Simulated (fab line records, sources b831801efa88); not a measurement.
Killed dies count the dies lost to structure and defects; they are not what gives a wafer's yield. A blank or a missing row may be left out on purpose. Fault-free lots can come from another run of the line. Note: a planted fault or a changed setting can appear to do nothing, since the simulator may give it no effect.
A struck lot beside a sound one + flow gf180mcu + 14 steps out of a route of 602
Sound: the wafers L476.1, L476.3, L476.4. Wafers struck: L469.1, L469.5, L469.6. The cause is named last.
Each step with rows lists, per side, the tool, then ch with its chambers, then its first start. Under that, the readings that differ: sound wafers + struck wafers + difference of the means + sigmas: that difference in standard deviations of wafers without a fault.
alike: readings whose means differ by less than 2 such deviations, and words and numbers that are the same on both sides. not compared: withheld readings, readings that some wafer has no value for, bounds like >300 that may hide the same value, and numbers for which the record gives no deviation and whose values overlap.
A row with sigmas, a row that says differs or no value, or rows on one side alone: a step with any of these is where the two part. Non-overlapping numbers with no deviation appear without sigmas and do not part them. A reading missing from all wafers of one side parts the sides only when that side holds two or more wafers.

first, 1 step without rows for these wafers: GF_V1_CVD_00 (deposits SiO2, target thk 600 nm, time 100 s).
GF_V1_THK_MEAS_01:
  struck on filmMetro-01, day 19 19:52; sound on filmMetro-01, day 22 06:44
  alike: V1_CVD_00_THK
GF_V1_CVD_02: deposits SiO2 from TEOS, target thk 850 nm, time 94.851 s.
  sound on pecvd-01 ch 0,1,2, day 22 06:48; struck on pecvd-03 ch 0,1,2, day 19 19:55
  alike: heaterPowerW, susceptorTempC
GF_V1_THK_MEAS_03:
  struck on filmMetro-03, day 19 19:59; sound on filmMetro-03, day 22 06:52
  alike: V1_CVD_02_THK
GF_V1_CMP_04: polishes SiO2.
  sound on cmp-02 ch 0,2,3, day 22 06:56; struck on cmp-02 ch 1,2, day 19 20:06
  alike: motorCurrentA, platenRpm, timeToEndpointS
GF_V1_BOW_MEAS_05:
  struck on filmMetro-01, day 19 20:21; sound on filmMetro-03, day 22 07:14
  alike: V1_BOW
then, 6 steps without rows for these wafers: GF_V1_DEHYDRATE_06 (time 60 s); GF_V1_HMDS_07 (prime time 60 s); GF_V1_COAT_08; GF_V1_COAT_09 (resist thk 1000 nm); GF_V1_SOFTBAKE_10 (time 60 s); GF_V1_EXPOSE_11 (exposes mask Via1, target cd 260 nm).
GF_V1_PEB_12: peb time 90 s.
  sound on lithoTrack-01 ch 0, day 23 05:53; struck on lithoTrack-04 ch 0, day 20 20:28
| reading               | sound             | struck            | difference | sigmas |
|-----------------------|-------------------|-------------------|------------|--------|
| heaterPowerTotalW (W) | 85.69 85.72 85.73 | 86.65 86.57 86.47 | +0.85      | +10    |
then, 1 step without rows for these wafers: GF_V1_DEVELOP_13 (develop time 60 s).

## WHERE THEY PART
Only at GF_V1_PEB_12, within this record.

WHY: what had been put in by the simulator
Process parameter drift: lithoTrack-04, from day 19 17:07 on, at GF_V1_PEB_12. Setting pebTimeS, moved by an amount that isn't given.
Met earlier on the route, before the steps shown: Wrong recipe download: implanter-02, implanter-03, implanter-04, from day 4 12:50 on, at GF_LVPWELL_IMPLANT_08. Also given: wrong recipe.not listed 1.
